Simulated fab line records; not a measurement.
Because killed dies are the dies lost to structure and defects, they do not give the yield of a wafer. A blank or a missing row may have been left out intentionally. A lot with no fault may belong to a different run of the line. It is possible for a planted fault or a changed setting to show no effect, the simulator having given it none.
Which tool was responsible? | flow gf180mcu | 12 lots, 35 wafers sampled, at 5 steps of a route of 602

WHAT THE GAUGES READ, wafer by wafer
GF_V1_THK_MEAS_01. Usual: V1_CVD_00_THK 601 nm, standard deviation 6.7.
lot  | measured     | on           | V1_CVD_00_THK (nm) | flag
L372 | day 17 13:40 | filmMetro-03 | 593 594 593        | 
L373 | day 17 19:21 | filmMetro-03 | 604 607 617        | 
L374 | day 18 06:04 | filmMetro-03 | 601 594 605        | 
L375 | day 18 13:49 | filmMetro-03 | 597 594 595        | 
L376 | day 19 00:04 | filmMetro-02 | 604 598 604        | 
L378 | day 19 20:07 | filmMetro-03 | 305 603            | OFF
L380 | day 20 08:23 | filmMetro-03 | 595 305 597        | OFF
L388 | day 23 09:44 | filmMetro-03 | 603 599 602        | 
L390 | day 23 21:49 | filmMetro-03 | 595 601 598        | 
L391 | day 24 05:25 | filmMetro-01 | 600 595 603        | 
L392 | day 24 11:53 | filmMetro-02 | 610 611 605        | 
L394 | day 25 09:06 | filmMetro-03 | 590 584 590        | 

GF_V1_CD_MEAS_14: target cd 260 nm. Usual: cdNm at 259.8 nm, with a standard deviation of 1.1.
lot  | measured     | on       | cdNm (nm)         | flag
L372 | day 18 13:04 | cdSem-01 | 259.7 260.7 259.5 | 
L373 | day 18 19:47 | cdSem-01 | 258.2 258.0 258.4 | 
L374 | day 19 06:55 | cdSem-01 | 259.4 260.7 258.4 | 
L375 | day 19 14:42 | cdSem-01 | 256.9 258.0 259.1 | 
L376 | day 20 01:34 | cdSem-01 | 260.3 261.2 260.2 | 
L378 | day 20 21:02 | cdSem-01 | 259.2 259.9       | 
L380 | day 21 09:28 | cdSem-01 | 258.8 259.2 259.3 | 
L388 | day 24 08:34 | cdSem-02 | 259.0 259.5 258.2 | 
L390 | day 24 19:28 | cdSem-02 | 260.6 259.9 260.9 | 
L391 | day 25 01:26 | cdSem-02 | 261.3 261.8 261.0 | 
L392 | day 25 09:58 | cdSem-01 | 261.0 259.3 257.8 | 
L394 | day 26 06:35 | cdSem-02 | 260.0 260.2 259.3 | 

TOOL THAT RAN EACH LOT (tool first, then ch and the chambers of the sampled wafers, then the start)
lot  | GF_CONTACT_ETCH_16                | GF_V1_CVD_00                     | GF_V1_CMP_04
L372 | rieDiel-04 ch 0,1,2, day 16 12:38 | hdpcvd-01 ch 1,2, day 17 13:35   | cmp-02 ch 0,1,2, day 17 13:54
L373 | rieDiel-03 ch 2,3, day 16 18:19   | hdpcvd-01 ch 0,1,2, day 17 19:16 | cmp-01 ch 1,2,3, day 17 19:38
L374 | rieDiel-02 ch 0,1, day 17 04:46   | hdpcvd-01 ch 0,1, day 18 05:59   | cmp-01 ch 2,3, day 18 06:19
L375 | rieDiel-03 ch 1,2, day 17 11:53   | hdpcvd-02 ch 0,2, day 18 13:44   | cmp-02 ch 0,1, day 18 13:59
L376 | rieDiel-02 ch 1,2, day 17 22:11   | hdpcvd-01 ch 0,1,2, day 18 23:59 | cmp-01 ch 2,3, day 19 00:18
L378 | rieDiel-02 ch 0,3, day 18 17:20   | hdpcvd-01 ch 0,1, day 19 20:02   | cmp-02 ch 0,3, day 19 20:31
L380 | rieDiel-02 ch 0,1,2, day 19 05:44 | hdpcvd-01 ch 0,1,2, day 20 08:19 | cmp-01 ch 0,1,2, day 20 08:41
L388 | rieDiel-02 ch 0,2, day 22 08:20   | hdpcvd-02 ch 0,1, day 23 09:40   | cmp-01 ch 0,1, day 23 10:12
L390 | rieDiel-04 ch 1,2,3, day 22 21:11 | hdpcvd-02 ch 0,1,2, day 23 21:45 | cmp-01 ch 0,1,2, day 23 22:01
L391 | rieDiel-02 ch 1,2,3, day 23 05:34 | hdpcvd-02 ch 1,2, day 24 05:20   | cmp-01 ch 0,1,2, day 24 05:43
L392 | rieDiel-03 ch 0,3, day 23 11:49   | hdpcvd-01 ch 0,2, day 24 11:49   | cmp-02 ch 0,1, day 24 12:07
L394 | rieDiel-02 ch 0, day 24 09:50     | hdpcvd-01 ch 0,1, day 25 09:01   | cmp-01 ch 0,2,3, day 25 09:23
- GF_CONTACT_ETCH_16: etches BARC in N2/H2.
- GF_V1_CVD_00: deposits SiO2, target thk 600 nm, time 100 s.
- GF_V1_CMP_04: polishes SiO2.

AS READ BY THE TOOLS THEMSELVES (means over the sampled wafers that have a number; for cases with no such wafer, the mark the record gives instead)
GF_CONTACT_ETCH_16. Usual: drypumpMotorCurrentA 5.8 A, standard deviation 0.46; oesProductAu 0.855 a.u., standard deviation 0.005; rfFwdPowerW 478.5 W, standard deviation 1.8; throttleValvePct 13.224 %, standard deviation 0.0092.
lot  | tool       | drypumpMotorCurrentA (A) | oesProductAu (a.u.) | rfFwdPowerW (W) | throttleValvePct (%) | flag
L372 | rieDiel-04 | 5.4                      | 0.858               | 477.9           | 13.234               | 
L373 | rieDiel-03 | 5.9                      | 0.855               | 477.4           | 13.221               | 
L374 | rieDiel-02 | 6.3                      | 0.854               | 478.7           | 13.224               | 
L375 | rieDiel-03 | 5.4                      | 0.853               | 480.2           | 13.227               | 
L376 | rieDiel-02 | 6.4                      | 0.858               | 478.7           | 13.228               | 
L378 | rieDiel-02 | 5.8                      | 0.851               | 479.0           | 13.226               | 
L380 | rieDiel-02 | 6.0                      | 0.854               | 478.9           | 13.219               | 
L388 | rieDiel-02 | 5.7                      | 0.856               | 479.3           | 13.217               | 
L390 | rieDiel-04 | 5.3                      | 0.859               | 478.6           | 13.228               | 
L391 | rieDiel-02 | 6.2                      | 0.853               | 479.0           | 13.222               | 
L392 | rieDiel-03 | 5.7                      | 0.856               | 477.1           | 13.224               | 
L394 | rieDiel-02 | 5.7                      | 0.854               | 480.5           | 13.224               | 

GF_V1_CVD_00. Usual: sih4FlowSccm at 60.01 sccm, with a standard deviation of 0.19.
lot  | tool      | sih4FlowSccm (sccm) | flag
L372 | hdpcvd-01 | 59.90               | 
L373 | hdpcvd-01 | 60.12               | 
L374 | hdpcvd-01 | 59.92               | 
L375 | hdpcvd-02 | 60.14               | 
L376 | hdpcvd-01 | 60.14               | 
L378 | hdpcvd-01 | 44.98               | OFF
L380 | hdpcvd-01 | 50.12               | OFF
L388 | hdpcvd-02 | 60.15               | 
L390 | hdpcvd-02 | 60.10               | 
L391 | hdpcvd-02 | 59.91               | 
L392 | hdpcvd-01 | 60.03               | 
L394 | hdpcvd-01 | 59.95               | 

GF_V1_CMP_04. Usual: motorCurrentA 12.8 A, standard deviation 1.1; retainingRingPressureFrac 1.000, standard deviation 0.0051.
lot  | tool   | motorCurrentA (A) | retainingRingPressureFrac | flag
L372 | cmp-02 | 12.8              | 1.001                     | 
L373 | cmp-01 | 12.9              | 1.002                     | 
L374 | cmp-01 | 13.1              | 1.007                     | 
L375 | cmp-02 | 12.6              | 1.001                     | 
L376 | cmp-01 | 13.4              | 0.997                     | 
L378 | cmp-02 | 12.6              | 0.994                     | 
L380 | cmp-01 | 12.0              | 1.004                     | 
L388 | cmp-01 | 11.3              | 0.999                     | 
L390 | cmp-01 | 12.2              | 1.000                     | 
L391 | cmp-01 | 12.2              | 1.001                     | 
L392 | cmp-02 | 13.5              | 0.996                     | 
L394 | cmp-01 | 13.2              | 1.001                     | 

THE ANSWER, worked out from the rows above alone
Rule: lot off if the mean of its wafers having a number is beyond 3 standard deviations from the usual mean. A lot without any number at a reading at which 4 lots or more have one is off too. The other lots that the step has rows for count as sound. First the gauges in route order, then the tools' own readings, where a lot's mean is used as printed above. The first step at which some lot is off is used, and at that step the reading that is off furthest; a lot without a number counts as furthest.
Off: L378, L380, at GF_V1_THK_MEAS_01 (V1_CVD_00_THK).
A tool fits if, at a process step before that reading, it ran every lot that is off, and no sound lot after the first of them. Not tried: the gauges at GF_V1_THK_MEAS_01; whatever is off there is also off at GF_V1_CVD_00, on other tools, and gauge error can't account for it. Not one of the candidates tried fits.

WHAT THE SIMULATOR HAD INSERTED
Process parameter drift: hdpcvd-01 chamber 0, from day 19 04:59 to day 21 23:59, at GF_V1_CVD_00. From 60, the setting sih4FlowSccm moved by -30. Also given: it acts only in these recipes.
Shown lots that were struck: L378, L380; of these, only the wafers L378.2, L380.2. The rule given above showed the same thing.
